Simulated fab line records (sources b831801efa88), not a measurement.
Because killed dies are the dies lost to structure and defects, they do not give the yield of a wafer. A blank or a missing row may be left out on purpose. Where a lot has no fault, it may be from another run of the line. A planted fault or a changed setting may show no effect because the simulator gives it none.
Chamber matching | flow sky130 | 4 sister chambers for SKY_VIA2_CMP_02 on cmp-01
The step polishes SiO2. 20 wafers are shown with their chamber, then 10 later ones without.

## EACH WAFER AND ITS CHAMBER
wafer  | chamber | motorCurrentA (A)
L074.1 | 1       | 11.8
L074.2 | 0       | 13.2
L074.5 | 2       | 12.2
L075.2 | 3       | 9.6
L075.3 | 1       | 11.6
L075.4 | 2       | 12.9
L077.2 | 1       | 12.0
L077.3 | 0       | 13.5
L077.5 | 2       | 13.2
L082.2 | 0       | 12.5
L082.3 | 3       | 9.8
L082.5 | 2       | 12.6
L085.1 | 3       | 9.4
L085.4 | 1       | 11.3
L085.6 | 0       | 13.4
L087.1 | 3       | 10.2
L087.3 | 2       | 13.2
L087.6 | 2       | 12.8
L088.2 | 2       | 12.5
L088.3 | 1       | 11.2

SIGNATURES (means of the wafers above)
reading       | chamber 0 | chamber 1 | chamber 2 | chamber 3 | scatter within a chamber
motorCurrentA | 13.150    | 11.580    | 12.771    | 9.750     | 0.373
Rule: a wafer's distance from a chamber is the root of the sum, over the readings, of the square of ((its reading less the chamber's mean) divided by the reading's scatter). If the next closest chamber is less than 2 further off than the closest, the wafer can't be placed; otherwise it belongs to the closest. The scatter is the square root of a quotient: the sum, over the shown wafers, of each reading's squared deviation from its chamber's mean, divided by wafers minus chambers.

## WAFERS MISSING THEIR CHAMBER
wafer  | motorCurrentA (A)
L088.4 | 13.0
L092.1 | 11.1
L092.2 | 9.3
L092.4 | 13.5
L095.1 | 10.8
L095.3 | 12.7
L095.5 | 9.4
L096.1 | 13.1
L096.5 | 9.6
L096.6 | 13.4

## THE CHAMBER EACH PASSED THROUGH
wafer  | from the rows above     | in truth
L088.4 | can't be placed: 0 or 2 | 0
L092.1 | 1                       | 1
L092.2 | 3                       | 3
L092.4 | can't be placed: 0 or 2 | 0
L095.1 | can't be placed: 1 or 3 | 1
L095.3 | can't be placed: 2 or 0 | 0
L095.5 | 3                       | 3
L096.1 | can't be placed: 0 or 2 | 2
L096.5 | 3                       | 3
L096.6 | can't be placed: 0 or 2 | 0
Correct placement for 4 of the 10. Not placeable from these rows: 6 (in 6, the candidates include the true chamber). Wrongly placed: 0.
